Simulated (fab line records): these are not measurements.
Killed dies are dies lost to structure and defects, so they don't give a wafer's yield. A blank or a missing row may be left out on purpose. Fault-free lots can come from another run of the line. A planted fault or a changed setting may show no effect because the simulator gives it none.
Split-lot trial -- flow sky130 -- on a route of 708 steps: 5 lots, 23 wafers read

== ON THE SPLIT ==
At SKY_CAPM_DEVELOP_11 (develop time 60 s), the setting dev temp c was moved away from the recipe's 23 C on 5 of the 23 wafers read, by -10.4% to +7.9%. For the rest of the wafers, this setting stayed at what the recipe calls for.

The file shows no step between the split and the reading.

== THE READING ==
CAPM.cd nm (the simulator's own value, which no gauge read), in nm, at SKY_CAPM_METAL_ETCH_13 (etches TiN in Cl2/BCl3, stops on SiO2, target depth 220 nm, time 62.9 s). The file gives no usual value for it. Across the 18 wafers here that went through the recipe, the average is 998.7 nm and the standard deviation 2.3 nm.

wafer,"tool, chamber at the split","dev temp c as run, C",against the recipe,"CAPM.cd nm, nm",against lot-mates on the recipe
L074.1,"litho track-02, 0",23,recipe,997.5,-
L074.5,"litho track-02, 0",23,recipe,997.5,-
L074.2,"litho track-02, 0",23,recipe,997.3,-
L074.4,"litho track-02, 0",23,recipe,995.1,-
L074.6,"litho track-02, 0",23,recipe,996.1,-
L076.1,"litho track-01, 0",20.61,-10.4%,992.4,-9.6
L076.2,"litho track-01, 0",20.61,-10.4%,994.3,-7.7
L076.3,"litho track-01, 0",23,recipe,1002,-
L076.5,"litho track-01, 0",23,recipe,1002,-
L076.4,"litho track-01, 0",20.61,-10.4%,994.1,-7.9
L083.1,"litho track-04, 0",23,recipe,995.5,-
L083.2,"litho track-04, 0",23,recipe,996.7,-
L083.3,"litho track-04, 0",24.81,+7.9%,1005,+9.0
L083.4,"litho track-04, 0",24.81,+7.9%,1002,+6.0
L083.6,"litho track-04, 0",23,recipe,995.9,-
L080.1,"litho track-01, 0",23,recipe,998.6,-
L080.2,"litho track-01, 0",23,recipe,998.8,-
L080.3,"litho track-01, 0",23,recipe,999.5,-
L085.1,"litho track-02, 0",23,recipe,1002,-
L085.2,"litho track-02, 0",23,recipe,1001,-
L085.3,"litho track-02, 0",23,recipe,1001,-
L085.4,"litho track-02, 0",23,recipe,1001,-
L085.5,"litho track-02, 0",23,recipe,999.7,-

THE FIT
A straight line over all 23 wafers: CAPM.cd nm changes by +0.528 nm for each +1% of dev temp c; r = +0.73; the points scatter about the line by 2.2 nm.
The same after taking each lot's own level away (the mean of its wafers on the recipe; 23 wafers): +0.852 nm for each +1%; r = +0.97; scatter 0.89 nm.
On that fit, the largest move of dev temp c shifts the reading by 8.8 nm.
The lots' own levels span 996.03 to 1002.00 nm, that is 2.6 times the standard deviation above.
So the lot-to-lot level blurs the effect unless lot-mates are compared.
Check: with one of the wafers moved furthest among these (-10.4%) left out of the fit, the line predicts -8.42 nm for it against its lot-mates. Against them it came out at -9.6 nm.

== FURTHER SPLITS ON THESE WAFERS ==
Note: prior to the reading, these wafers also went through further splits. Each is held against what the fit with the lots' levels taken away leaves over:
other split on the same wafers,wafers away from the commonest value,r with CAPM.cd nm (lot level and that fit taken away)
SKY_LI_CONTACT_HDPCVD_00 time s,5,+0.11
SKY_CONTACT_SPUTTER_23 chamber pressure pa,15,-0.04
SKY_METAL1_METAL_ETCH_19 bias w,10,+0.17
SKY_VIA1_SPUTTER_20 chamber pressure pa,10,-0.03
SKY_VIA1_CVD_21 pressure torr,15,+0.16
SKY_METAL2_SPUTTER_00 time s,5,-0.17
SKY_VIA2_HDPCVD_00 time s,4,+0.32
SKY_VIA2_CMP_02 leave above ref nm,9,+0.15

== FILE'S OWN FIT ==
CAPM.cd nm changes by +0.837 nm for each +1% of dev temp c, r = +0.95.
